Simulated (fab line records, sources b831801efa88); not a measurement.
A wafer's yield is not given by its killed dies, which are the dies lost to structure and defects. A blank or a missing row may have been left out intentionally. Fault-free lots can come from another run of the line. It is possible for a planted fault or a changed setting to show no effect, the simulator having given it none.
fab line records	flow sky130
record: lots: 10	wafers: 30	last-day: 50
route steps=708 shown VIA2@521 CAP2M@616 METAL5@663 PASSIVATION@684
lots that met no fault: from a run of the same line without faults
start-h: start of the lot's first displayed wafer, in hours after the record's first day	wait-h: how many hours have passed since the lot's step before this one	" identical to the entry in the row above	L1.1+2: a row that stands for several wafers	- no value present, or no start provided	* or withheld: withheld	< > ~ a bound
route shown NAME@n: NAME is a module with steps in the file, n the number in the route of the first one	usual: mean and standard deviation over wafers with no fault	same: alike in all rows	chamber/n: place in a boat	sites: readings site by site	_std_site: their standard deviation	_edge_site: inner sites' mean taken away from outer sites' mean	radius-mm: how far each site lies from the wafer's centre	mask NAME#n: copy n	behind: the tool/chamber that last shaped the wafer	hold: the reason the lot was held/the length of the hold in hours/how it ended	device: which transistor (n, p or np) failed to switch	end of line: the tests these same wafers got at the end of their route	a step without rows: its recipe alone	killed: not the wafer's yield, but the dies lost to structure and defects at the first sort	map: a wafer's dies, x killed, . not, _ none there
set.NAME: the setting that was run; set.NAME@STEP: the one run at that earlier step	model.NAME: the simulator's own value behind a step, which no gauge read
one table for each step of the route and one row for each wafer, over a sample of lots
services: a tool's chamber out of use, with start hour (start-h, from the record's first day; less than 0 if before it), hours out, and reason
== steps ==
step: SKY_VIA2_ETCH_14
recipe: chemistry: N2/H2	target: BARC	ion-energy-ev: 200	source-w: 500	bias-w: 100	pressure-mtorr: 30	n2-flow-sccm: 100	h2-flow-sccm: 200	stop-on: SiO2	time-s: 45.9	target-depth-a: 600
usual: drypump-motor-current-A: 5.74/0.25	oes-product-au: 0.856/0.0046	throttle-valve-pct: 13.223/0.01
lot.wafer	tool	chamber	start-h	wait-h	drypump-motor-current-A	oes-product-au	rf-hours-counter-h	throttle-valve-pct
L652.2	rie-diel-02	2	859.07	0.0	5.78	0.866	10	13.235
L652.4	"	1	"	"	5.65	0.859	-	13.216
L652.5	"	2	"	"	5.77	0.859	-	13.239
L653.4	rie-diel-03	0	862.38	0.0	5.20	0.856	8	13.222
L653.5	"	3	"	"	6.23	0.857	-	13.233
L653.6	"	0	"	"	5.22	0.860	-	13.215
L654.1	rie-diel-02	1	867.73	0.0	5.64	0.857	1	13.224
L654.4	"	3	"	"	5.89	0.857	6	13.243
L654.5	"	0	"	"	5.53	0.860	-	13.230
L656.1	rie-diel-02	3	888.76	0.0	5.88	0.855	6	13.235
L656.2	"	0	"	"	5.53	0.849	5	13.234
L656.6	"	0	"	"	5.53	0.856	-	13.236
L662.2	rie-diel-02	2	944.26	0.0	5.75	0.844	13	13.221
L662.3	"	0	"	"	5.53	0.850	7	13.208
L662.4	"	2	"	"	5.74	0.851	-	13.209
L664.2	rie-diel-02	2	951.37	0.0	5.75	0.861	13	13.219
L664.4	"	2	"	"	5.74	0.860	-	13.218
L664.5	"	3	"	"	5.91	0.873	-	13.227
L668.2	rie-diel-03	2	971.68	0.0	6.27	0.857	19	13.214
L668.3	"	3	"	"	6.22	0.852	28	13.222
L668.6	"	0	"	"	5.24	0.850	-	13.204
L669.3	rie-diel-01	2	979.51	0.0	5.86	0.853	27	13.233
L669.4	"	0	"	"	5.75	0.854	1	13.212
L669.6	"	3	"	"	5.83	0.862	-	13.213
L670.2	rie-diel-03	1	984.82	0.0	5.77	0.855	7	13.221
L670.5	"	3	"	"	6.21	0.856	-	13.208
L670.6	"	2	"	"	6.26	0.849	-	13.228
L674.2	rie-diel-01	3	1008.16	0.0	5.82	0.852	20	13.225
L674.4	"	2	"	"	5.84	0.857	28	13.216
L674.6	"	1	"	"	5.41	0.850	-	13.215
step: SKY_CAP2M_METAL_ETCH_13
recipe: target-depth-nm: 220	stop-on: SiO2	chemistry: Cl2/BCl3	target: TiN	pressure-mtorr: 10	icp-w: 900	bias-w: 48.5	Cl2_flow_sccm: 60	bcl3-flow-sccm: 30	time-s: 62.9
usual: drypump-motor-current-A: 6.1/0.42	oes-product-au: 0.944/0.0073	throttle-valve-pct: 21.900/0.0098
lot.wafer	tool	chamber	start-h	wait-h	drypump-motor-current-A	oes-product-au	rf-hours-counter-h	throttle-valve-pct
L652.2	rie-metal-04	0	965.25	0.0	6.1	0.938	3	21.904
L652.4	"	1	"	"	6.8	0.929	-	21.915
L652.5	"	0	"	"	6.1	0.951	-	21.896
L653.4	rie-metal-02	1	967.98	0.0	6.4	0.958	-	21.894
L653.5	"	1	"	"	6.3	0.962	-	21.880
L653.6	"	0	"	"	6.0	0.964	-	21.895
L654.1	rie-metal-04	1	971.71	0.0	6.8	0.959	13	21.903
L654.4	"	0	"	"	6.1	0.953	-	21.898
L654.5	"	0	"	"	6.1	0.939	-	21.908
L656.1	rie-metal-04	0	991.89	0.0	6.1	0.949	4	21.901
L656.2	"	1	"	"	6.7	0.948	13	21.915
L656.6	"	0	"	"	6.1	0.958	-	21.902
L662.2	rie-metal-02	0	1043.05	0.0	6.0	0.948	6	21.885
L662.3	"	0	"	"	6.0	0.950	-	21.887
L662.4	"	1	"	"	6.3	0.946	-	21.900
L664.2	rie-metal-03	0	1048.06	0.0	5.3	0.941	14	21.908
L664.4	"	0	"	"	5.3	0.944	-	21.903
L664.5	"	0	"	"	5.3	0.942	-	21.905
L668.2	rie-metal-03	1	1066.89	0.0	5.8	0.949	8	21.891
L668.3	"	1	"	"	5.8	0.927	-	21.877
L668.6	"	0	"	"	5.3	0.941	-	21.907
L669.3	rie-metal-04	1	1074.48	0.0	6.7	0.941	-	21.906
L669.4	"	0	"	"	6.1	0.938	-	21.897
L669.6	"	0	"	"	6.1	0.934	-	21.905
L670.2	rie-metal-03	0	1077.79	0.0	5.3	0.954	16	21.912
L670.5	"	0	"	"	5.3	0.952	-	21.907
L670.6	"	1	"	"	5.8	0.955	-	21.892
L674.2	rie-metal-02	1	1100.04	0.0	6.4	0.938	13	21.910
L674.4	"	0	"	"	6.0	0.936	-	21.894
L674.6	"	0	"	"	6.0	0.941	-	21.887
step: SKY_METAL5_SPUTTER_02
recipe: material: AlCu	target-thk-nm: 1150	power-w: 10600	time-s: 61.2	chamber-pressure-pa: 0.4
usual: throttle-valve-pct: 30.0/0.79
lot.wafer	tool	chamber	start-h	wait-h	throttle-valve-pct
L652.2	pvd-sputter-04	-	1016.15	0.0	31.5
L652.4	"	-	"	"	31.7
L652.5	"	-	"	"	29.5
L653.4	pvd-sputter-04	-	1018.07	0.0	31.5
L653.5	"	-	"	"	29.7
L653.6	"	-	"	"	30.0
L654.1	pvd-sputter-04	-	1022.08	0.0	31.6
L654.4	"	-	"	"	29.8
L654.5	"	-	"	"	29.5
L656.1	pvd-sputter-04	-	1040.06	0.0	31.6
L656.2	"	-	"	"	30.1
L656.6	"	-	"	"	30.1
L662.2	pvd-sputter-01	-	1089.66	0.0	29.9
L662.3	"	-	"	"	30.5
L662.4	"	-	"	"	30.7
L664.2	pvd-sputter-04	-	1094.40	0.0	29.6
L664.4	"	-	"	"	31.3
L664.5	"	-	"	"	30.1
L668.2	pvd-sputter-01	-	1111.99	0.0	30.3
L668.3	"	-	"	"	30.3
L668.6	"	-	"	"	29.9
L669.3	pvd-sputter-04	-	1119.24	0.0	31.3
L669.4	"	-	"	"	30.1
L669.6	"	-	"	"	30.0
L670.2	pvd-sputter-04	-	1121.49	0.0	29.8
L670.5	"	-	"	"	30.1
L670.6	"	-	"	"	29.8
L674.2	pvd-sputter-04	-	1142.66	0.0	29.6
L674.4	"	-	"	"	29.5
L674.6	"	-	"	"	29.5
step: SKY_METAL5_RS_MEAS_05
recipe: thk-meas-gauge: four-point-probe	reads: TiN_of_METAL5_SPUTTER_04+Ti_of_METAL5_SPUTTER_03+AlCu_of_METAL5_SPUTTER_02+TiN_of_METAL5_SPUTTER_01+Ti_of_METAL5_SPUTTER_00
usual: METAL5_ALCU_RS: 0.02699/0.00029
lot.wafer	tool	chamber	start-h	wait-h	METAL5_ALCU_RS[ohm/sq]
L652.2	film-metro-01	-	1016.29	0.0	0.0269
L652.4	"	-	"	"	0.02693
L652.5	"	-	"	"	0.02718
L653.4	film-metro-04	-	1018.23	0.1	0.02673
L653.5	"	-	"	"	0.02697
L653.6	"	-	"	"	0.02744
L654.1	film-metro-01	-	1022.20	0.0	0.02546
L654.4	"	-	"	"	0.02752
L654.5	"	-	"	"	0.02564
L656.1	film-metro-01	-	1040.18	0.0	0.02546
L656.2	"	-	"	"	0.02553
L656.6	"	-	"	"	0.0273
L662.2	film-metro-01	-	1089.80	0.0	0.02677
L662.3	"	-	"	"	0.02683
L662.4	"	-	"	"	0.02685
L664.2	film-metro-01	-	1094.53	0.0	0.02671
L664.4	"	-	"	"	0.02667
L664.5	"	-	"	"	0.0272
L668.2	film-metro-03	-	1112.13	0.0	0.02668
L668.3	"	-	"	"	0.0269
L668.6	"	-	"	"	0.02691
L669.3	film-metro-01	-	1119.40	0.1	0.02642
L669.4	"	-	"	"	0.02703
L669.6	"	-	"	"	0.02712
L670.2	film-metro-03	-	1121.63	0.0	0.0269
L670.5	"	-	"	"	0.02746
L670.6	"	-	"	"	0.02678
L674.2	film-metro-04	-	1142.80	0.0	0.0267
L674.4	"	-	"	"	0.02692
L674.6	"	-	"	"	0.027
step: SKY_METAL5_THK_MEAS_06
recipe: thk-meas-gauge: xrf	reads: AlCu_of_METAL5_SPUTTER_02
usual: METAL5_ALCU_THK: 1154/13
lot.wafer	tool	chamber	start-h	wait-h	METAL5_ALCU_THK[nm]
L652.2	film-metro-01	-	1016.40	0.1	1157
L652.4	"	-	"	"	1153
L652.5	"	-	"	"	1140
L653.4	film-metro-04	-	1018.32	0.1	1167
L653.5	"	-	"	"	1147
L653.6	"	-	"	"	1128
L654.1	film-metro-01	-	1022.32	0.1	1223
L654.4	"	-	"	"	1128
L654.5	"	-	"	"	1213
L656.1	film-metro-01	-	1040.30	0.1	1226
L656.2	"	-	"	"	1221
L656.6	"	-	"	"	1136
L662.2	film-metro-01	-	1089.91	0.1	1165
L662.3	"	-	"	"	1159
L662.4	"	-	"	"	1154
L664.2	film-metro-01	-	1094.64	0.1	1174
L664.4	"	-	"	"	1173
L664.5	"	-	"	"	1146
L668.2	film-metro-03	-	1112.24	0.1	1164
L668.3	"	-	"	"	1165
L668.6	"	-	"	"	1163
L669.3	film-metro-01	-	1119.50	0.1	1171
L669.4	"	-	"	"	1152
L669.6	"	-	"	"	1144
L670.2	film-metro-03	-	1121.74	0.1	1164
L670.5	"	-	"	"	1139
L670.6	"	-	"	"	1166
L674.2	film-metro-04	-	1142.91	0.1	1164
L674.4	"	-	"	"	1159
L674.6	"	-	"	"	1151
step: SKY_METAL5_METAL_ETCH_15
recipe: target-depth-a: 12600	stop-on: SiO2	over-etch-frac: 0.2	time-s: 252	chemistry: Cl2/BCl3	resist-sidewall-deg: 86	pressure-mtorr: 10	icp-w: 900	bias-w: 48.5	Cl2_flow_sccm: 60	bcl3-flow-sccm: 30
usual: drypump-motor-current-A: 5.7/0.61	oes-product-au: 0.894/0.0054	throttle-valve-pct: 22.265/0.0099
lot.wafer	tool	chamber	start-h	wait-h	drypump-motor-current-A	oes-product-au	rf-hours-counter-h	throttle-valve-pct
L652.2	rie-metal-02	1	1038.33	0.0	6.3	0.901	8	22.272
L652.4	"	1	"	"	6.3	0.899	-	22.268
L652.5	"	0	"	"	6.0	0.895	-	22.265
L653.4	rie-metal-01	0	1039.65	0.1	4.9	0.898	-	22.267
L653.5	"	1	"	"	5.7	0.891	-	22.268
L653.6	"	0	"	"	4.9	0.894	-	22.258
L654.1	rie-metal-04	0	1044.03	0.0	6.1	0.916	7	22.260
L654.4	"	0	"	"	6.1	0.895	-	22.257
L654.5	"	1	"	"	6.8	0.907	-	22.267
L656.1	rie-metal-01	1	1061.58	0.0	5.7	0.916	18	22.265
L656.2	"	0	"	"	4.9	0.905	20	22.250
L656.6	"	0	"	"	4.8	0.890	-	22.263
L662.2	rie-metal-04	0	1110.15	0.0	6.1	0.888	10	22.260
L662.3	"	0	"	"	6.1	0.899	-	22.252
L662.4	"	1	"	"	6.7	0.883	-	22.277
L664.2	rie-metal-01	1	1114.80	0.0	5.7	0.893	22	22.270
L664.4	"	0	"	"	4.9	0.894	-	22.259
L664.5	"	1	"	"	5.7	0.887	-	22.271
L668.2	rie-metal-02	0	1130.75	0.0	6.0	0.899	12	22.255
L668.3	"	1	"	"	6.4	0.894	-	22.266
L668.6	"	1	"	"	6.4	0.900	-	22.237
L669.3	rie-metal-01	0	1138.08	0.1	4.9	0.896	-	22.260
L669.4	"	1	"	"	5.7	0.888	-	22.270
L669.6	"	0	"	"	4.9	0.888	-	22.281
L670.2	rie-metal-01	0	1140.75	0.0	4.9	0.890	27	22.249
L670.5	"	1	"	"	5.7	0.897	-	22.250
L670.6	"	0	"	"	4.9	0.890	-	22.279
L674.2	rie-metal-04	1	1160.55	0.0	6.7	0.884	24	22.259
L674.4	"	1	"	"	6.7	0.901	-	22.260
L674.6	"	0	"	"	6.1	0.896	-	22.270
step: SKY_PASSIVATION_THK_MEAS_03
recipe: reads: Si3N4_of_PASSIVATION_CVD_02
usual: PASSIVATION_CVD_02_THK: 534/6.8
lot.wafer	tool	chamber	start-h	wait-h	PASSIVATION_CVD_02_THK[nm]
L652.2	film-metro-03	-	1039.47	-	529
L652.4	"	-	"	"	532
L652.5	"	-	"	"	540
L653.4	film-metro-03	-	1040.74	-	543
L653.5	"	-	"	"	544
L653.6	"	-	"	"	535
L654.1	film-metro-04	-	1045.16	-	523
L654.4	"	-	"	"	532
L654.5	"	-	"	"	535
L656.1	film-metro-02	-	1062.71	-	528
L656.2	"	-	"	"	529
L656.6	"	-	"	"	534
L662.2	film-metro-02	-	1111.30	-	528
L662.3	"	-	"	"	535
L662.4	"	-	"	"	540
L664.2	film-metro-04	-	1115.95	-	528
L664.4	"	-	"	"	537
L664.5	"	-	"	"	530
L668.2	film-metro-03	-	1132.02	-	533
L668.3	"	-	"	"	534
L668.6	"	-	"	"	536
L669.3	film-metro-04	-	1139.18	-	542
L669.4	"	-	"	"	538
L669.6	"	-	"	"	545
L670.2	film-metro-02	-	1142.08	-	535
L670.5	"	-	"	"	542
L670.6	"	-	"	"	540
L674.2	film-metro-03	-	1161.83	-	523
L674.4	"	-	"	"	536
L674.6	"	-	"	"	538
== services ==
tool	chamber	start-h	hours	kind
rie-diel-02	0	850.64	8.4	repair
rie-diel-02	2	850.67	4.4	repair
rie-metal-01	-	852.71	0.6	repair
rie-diel-02	1	869.04	123.3	repair
rie-diel-01	0	875.66	63.3	repair
rie-metal-04	0	887.54	22.4	repair
rie-metal-01	1	891.75	7.3	repair
rie-diel-01	-	898.31	15.6	pm
pvd-sputter-01	-	917.61	70.1	repair
rie-diel-01	2	926.76	5.8	repair
rie-diel-01	1	927.84	7.1	repair
pvd-sputter-04	-	931.62	4.3	repair
rie-diel-02	0	970.01	13.3	repair
rie-diel-03	3	986.10	3.6	repair
rie-metal-03	1	993.58	17.2	repair
rie-diel-01	1	995.48	9.3	repair
rie-diel-03	3	1022.17	11.0	repair
pvd-sputter-04	-	1042.56	3.5	repair
rie-metal-01	-	1045.68	0.2	repair
rie-diel-02	0	1071.73	5.4	repair
rie-metal-04	0	1089.92	3.0	repair
pvd-sputter-04	-	1129.60	3.5	repair
rie-diel-02	1	1135.07	4.1	repair
rie-metal-04	-	1138.50	2.8	pm
== key ==
first-sign: step: SKY_METAL5_RS_MEAS_05	reading: METAL5_ALCU_RS	direction: down	sigmas: 5.1	usual: 0.02699	struck: 0.02552
effect: step: SKY_METAL5_THK_MEAS_06	reading: METAL5_ALCU_THK	direction: up	sigmas: 5.3	usual: 1154	struck: 1221
effect: step: SKY_METAL5_METAL_ETCH_15	reading: oes-product-au	direction: up	sigmas: 3.1	usual: 0.894	struck: 0.911	wafers-moved: 3
met-at SKY_METAL5_SPUTTER_02
struck-lots L654,L656
struck-wafers L654.1,L654.5,L656.1,L656.2
not-acting-at SKY_VIA2_ETCH_14,SKY_CAP2M_METAL_ETCH_13,SKY_PASSIVATION_THK_MEAS_03
onset-between 1018.07 1022.08
fault: kind: process-parameter-drift	tool: pvd-sputter-04	chamber: -	onset-h: 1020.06	steps: SKY_METAL5_SPUTTER_02	channel: target-thk-nm	offset: 61.349	shape: step	end-h: 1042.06	scope: struck-wafers-only	acts-in: these-recipes-only	stated: 1150
